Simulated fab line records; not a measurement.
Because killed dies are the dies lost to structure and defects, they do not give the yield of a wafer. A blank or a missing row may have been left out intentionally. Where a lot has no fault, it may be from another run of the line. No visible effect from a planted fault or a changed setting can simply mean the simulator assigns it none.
One fault seen from 2 desks -- flow gf180mcu -- numbers are kept per desk, each desk with only its own; the story behind them comes last

AT THE METROLOGY DESK
What the gauges read, lot by lot, whatever tool the lot ran on: means of the sampled wafers that have a number. Any lot whose mean is over 4 standard deviations away from the usual mean is out of limits and marked OUT; that distance is given in the brackets.
Columns: A = STI_OXIDATION_02_THK at GF_STI_THK_MEAS_30, usual 10.05 nm; B = NWELL_TW at GF_NWELL_TW_MEAS_11, usual 1583; C = VT_IMPLANT_OVL at GF_VT_IMPLANT_OVL_MEAS_07, usual 0.2 nm; D = NWELL_RS at GF_VT_IMPLANT_RS_MEAS_47, usual 488.1 ohm/sq; E = DUAL_GATE_OVL at GF_DUAL_GATE_OVL_MEAS_11, usual 0.7 nm
lot,first seen here,A,B,C,D,E
L514,day 2 10:26,10.30,1581,0.4,489.2,1.6
L515,day 2 15:16,10.30,1582,1.4,486.9,-0.3
L516,day 2 19:10,10.04,1585,2.8,488.4,1.7
L519,day 3 07:41,10.28,1573,-0.7,488.1,1.0
L520,day 3 11:50,10.06,1584,0.6,489.5,0.2
L523,day 4 05:13,10.11,1582,-0.6,485.9,0.1
L524,day 4 09:11,9.97,1579,2.1,488.3,-1.8
L525,day 4 13:05,9.96,3360 (+99 or more) OUT,-0.1,150.8 (-99 or more) OUT,1.2
L527,day 5 02:20,10.20,3352 (+99 or more) OUT,0.5,150.8 (-99 or more) OUT,1.3
L533,day 6 07:55,9.98,1576,-1.0,490.4,-0.2
L535,day 6 18:51,9.95,1572,1.0,488.9,1.4
L536,day 6 22:55,10.28,1595,2.0,488.5,-1.4
L537,day 7 03:56,10.04,1594,0.1,487.9,3.2
This desk's finding: out of limits on L525, L527; first on L525, day 5 18:02 (NWELL_TW at GF_NWELL_TW_MEAS_11). In limits: L514, L515, L516, L519, L520, L523, L524, L533, L535, L536, L537.

FOR THE TOOL OWNER'S DESK: implanter-03
The tool's own readings at GF_NWELL_IMPLANT_08, given as means over the sampled wafers that have a number, one for each lot that went through this tool. Any lot whose mean is over 4 standard deviations away from the usual mean is out of limits and marked OUT; that distance is given in the brackets.
Columns: A = beam_on_s at GF_NWELL_IMPLANT_08, usual 10.00 s; B = dose_ions_cm2 at GF_NWELL_IMPLANT_08, usual 1.4998e+13; C = faraday_current_uA at GF_NWELL_IMPLANT_08, usual 84.6
lot,first seen here,A,B,C
L520,day 4 14:44,9.82,1.4996e+13,86.1
L523,day 5 08:20,10.21,1.4995e+13,82.8
L525,day 5 17:38,60.86 (+99 or more) OUT,1.8682e+14 (+99 or more) OUT,172.9 (+55) OUT
L527,day 6 06:43,60.54 (+99 or more) OUT,1.8680e+14 (+99 or more) OUT,173.7 (+56) OUT
Finding of this desk: L525, L527 out of limits; the first was L525 at day 5 17:38, on beam_on_s at GF_NWELL_IMPLANT_08. In limits: L520, L523.

ALL TOGETHER
On L525, L527, at day 5 17:38, an alarm was possible from the tool owner's desk.
The metrology desk could have raised an alarm at day 5 18:02, on L525, L527.
Every lot named ran GF_NWELL_IMPLANT_08 on implanter-03.

WHAT THE SIMULATOR PUT IN
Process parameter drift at GF_NWELL_IMPLANT_08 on implanter-03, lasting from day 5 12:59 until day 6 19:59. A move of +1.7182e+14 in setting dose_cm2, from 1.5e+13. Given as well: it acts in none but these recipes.
Shown lots that were struck: L525, L527.
Fault start to first reading out of limits, in hours, per desk: tool owner, 5; metrology, 5.
